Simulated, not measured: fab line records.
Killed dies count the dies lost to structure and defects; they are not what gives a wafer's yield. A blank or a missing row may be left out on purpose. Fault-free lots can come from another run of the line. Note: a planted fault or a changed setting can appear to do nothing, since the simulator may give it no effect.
Lot-split experiment + flow gf180mcu + on a route of 602 steps: 5 lots, 23 wafers read

## THE SPLIT ITSELF
At GF_M2_EXPOSE_11 (exposes mask Metal2, target cd 280 nm), the setting dose_mj was moved away from the recipe's 28 on 11 of the 23 wafers read, by -6.3% to -4.2%. The other wafers ran this setting at the recipe's value.

## FROM THE SPLIT TO THE READING: what the file shows between them, 2 steps
- GF_M2_PEB_12: peb time 90 s
- GF_M2_DEVELOP_13: develop time 60 s

## THE READING
Shown in nm: cd_nm at GF_M2_CD_MEAS_14, with target cd 280 nm. Typical for fault-free wafers on this fab line: 280.4 nm, with standard deviation 1.5 nm.

| wafer  | tool, chamber at the split | dose_mj as run | against the recipe | cd_nm, nm | against lot-mates on the recipe |
|--------|----------------------------|----------------|--------------------|-----------|---------------------------------|
| L075.1 | krf_scanner-01, 0          | 26.82          | -4.2%              | 286.2     | +5.8                            |
| L075.2 | krf_scanner-01, 0          | 28             | recipe             | 280.9     | -                               |
| L075.3 | krf_scanner-01, 0          | 28             | recipe             | 280.0     | -                               |
| L075.4 | krf_scanner-01, 0          | 26.82          | -4.2%              | 286.0     | +5.6                            |
| L075.5 | krf_scanner-01, 0          | 26.82          | -4.2%              | 286.8     | +6.4                            |
| L076.2 | krf_scanner-01, 0          | 26.23          | -6.3%              | 292.3     | +9.1                            |
| L076.3 | krf_scanner-01, 0          | 28             | recipe             | 283.1     | -                               |
| L076.4 | krf_scanner-01, 0          | 26.23          | -6.3%              | 291.9     | +8.7                            |
| L076.5 | krf_scanner-01, 0          | 26.23          | -6.3%              | 291.5     | +8.3                            |
| L076.6 | krf_scanner-01, 0          | 28             | recipe             | 283.3     | -                               |
| L082.1 | krf_scanner-02, 0          | 26.82          | -4.2%              | 284.8     | +7.3                            |
| L082.2 | krf_scanner-02, 0          | 26.82          | -4.2%              | 284.3     | +6.8                            |
| L082.4 | krf_scanner-02, 0          | 28             | recipe             | 276.8     | -                               |
| L082.5 | krf_scanner-02, 0          | 28             | recipe             | 278.4     | -                               |
| L082.6 | krf_scanner-02, 0          | 28             | recipe             | 277.4     | -                               |
| L083.1 | krf_scanner-01, 0          | 26.26          | -6.2%              | 290.0     | +10.1                           |
| L083.2 | krf_scanner-01, 0          | 28             | recipe             | 279.7     | -                               |
| L083.3 | krf_scanner-01, 0          | 26.26          | -6.2%              | 290.6     | +10.7                           |
| L083.4 | krf_scanner-01, 0          | 28             | recipe             | 280.1     | -                               |
| L083.6 | krf_scanner-01, 0          | 26.26          | -6.2%              | 289.6     | +9.7                            |
| L084.2 | krf_scanner-01, 0          | 28             | recipe             | 280.3     | -                               |
| L084.3 | krf_scanner-01, 0          | 28             | recipe             | 281.0     | -                               |
| L084.5 | krf_scanner-01, 0          | 28             | recipe             | 280.4     | -                               |

THE FIT
A straight line over all 23 wafers: cd_nm changes by -1.65 nm for each +1% of dose_mj; r = -0.94; the points scatter about the line by 1.7 nm.
The same after taking each lot's own level away (the mean of its wafers on the recipe; 23 wafers): -1.5 nm for each +1%; r = -0.99; scatter 0.65 nm.
That fit puts the effect of the largest move of dose_mj on the reading at 9.5 nm.
The lots' own levels span 277.53 to 283.20 nm, that is 3.8 times the standard deviation above.
So the lot-to-lot level changes the slope little: the two slopes agree.
Check: +9.56 nm against its lot-mates is what the line predicts for one of the wafers moved furthest among these (-6.3%) when that wafer is left out of the fit. Against them it came out at +9.1 nm.

## FURTHER SPLITS ON THESE WAFERS
Other splits were also applied to these wafers ahead of the reading. Each is held against what the fit with the lots' levels taken away leaves over:
| other split on the same wafers | wafers away from the commonest value | r with cd_nm (lot level and that fit taken away) |
|--------------------------------|--------------------------------------|--------------------------------------------------|
| GF_V1_PEB_12 peb_time_s        | 3                                    | -0.19                                            |
| GF_V1_CVD_23 pressure_torr     | 15                                   | +0.46                                            |

## THE WHOLE CHAIN: every reading that the file lists as answering this split, in the file's order
| step                | what it does                                                                         | reading                                                   | change (the file's fit)              | r (the file's) |
|---------------------|--------------------------------------------------------------------------------------|-----------------------------------------------------------|--------------------------------------|----------------|
| GF_M2_DEVELOP_13    | develop time 60 s                                                                    | M2.cd_nm (the simulator's own value, which no gauge read) | -1.53 nm for each +1% of the setting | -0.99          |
| GF_M2_CD_MEAS_14    | target cd 280 nm                                                                     | cd_nm                                                     | -1.51 nm for each +1% of the setting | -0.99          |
| GF_M2_METAL_ETCH_16 | etches the open film in Cl2/BCl3, stops on SiO2, target depth 627.5 nm, time 104.6 s | M2.cd_nm (the simulator's own value, which no gauge read) | -2.01 nm for each +1% of the setting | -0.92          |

## FILE'S OWN FIT
cd_nm changes by -1.51 nm for each +1% of dose_mj, r = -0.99.
